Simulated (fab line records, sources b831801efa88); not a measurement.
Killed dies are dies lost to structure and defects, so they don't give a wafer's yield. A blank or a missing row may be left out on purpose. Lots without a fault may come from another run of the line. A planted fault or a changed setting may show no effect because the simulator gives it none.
Chamber matching | flow sky130 | SKY_FIELD_ISO_ETCH_17 on rie_si-01: 4 sister chambers
The step etches Si in HBr/Cl2/O2, target depth 342 nm, time 97.7 s. 4 wafers are shown with their chamber, then 7 later ones without.

WAFERS WITH THEIR CHAMBER
wafer  | chamber | drypump_motor_current_A (A)
L773.5 | 0       | 6.2
L780.1 | 1       | 4.9
L783.3 | 3       | 5.8
L783.4 | 2       | 5.8

WAFERS WITHOUT THEIR CHAMBER
wafer  | drypump_motor_current_A (A)
L783.5 | 5.7
L785.1 | 6.2
L785.2 | 5.8
L785.5 | 5.8
L786.2 | 5.8
L786.5 | 5.9
L786.6 | 6.2

WHICH CHAMBER EACH WENT THROUGH
wafer  | from the rows above     | in truth
L783.5 | can't be placed: 2 or 3 | 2
L785.1 | 0                       | 0
L785.2 | can't be placed: 2 or 3 | 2
L785.5 | can't be placed: 2 or 3 | 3
L786.2 | can't be placed: 2 or 3 | 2
L786.5 | can't be placed: 2 or 3 | 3
L786.6 | 0                       | 0
Placed correctly: 2 of 7. Can't be placed from these rows: 5 (the true chamber is among the candidates in 5). Placed wrongly: 0.
How it was worked out, from the rows above alone: a wafer's distance from a chamber is the root of the sum, over the readings, of the square of ((its reading less the chamber's mean) divided by the reading's scatter). The wafer belongs to the nearest chamber; if the next one is less than 2 further off, it can't be placed. A chamber's mean is the mean of its shown wafers. The scatter: with one shown wafer a chamber, the root of the mean of the squares of how far each hidden wafer lies from its nearest shown one.
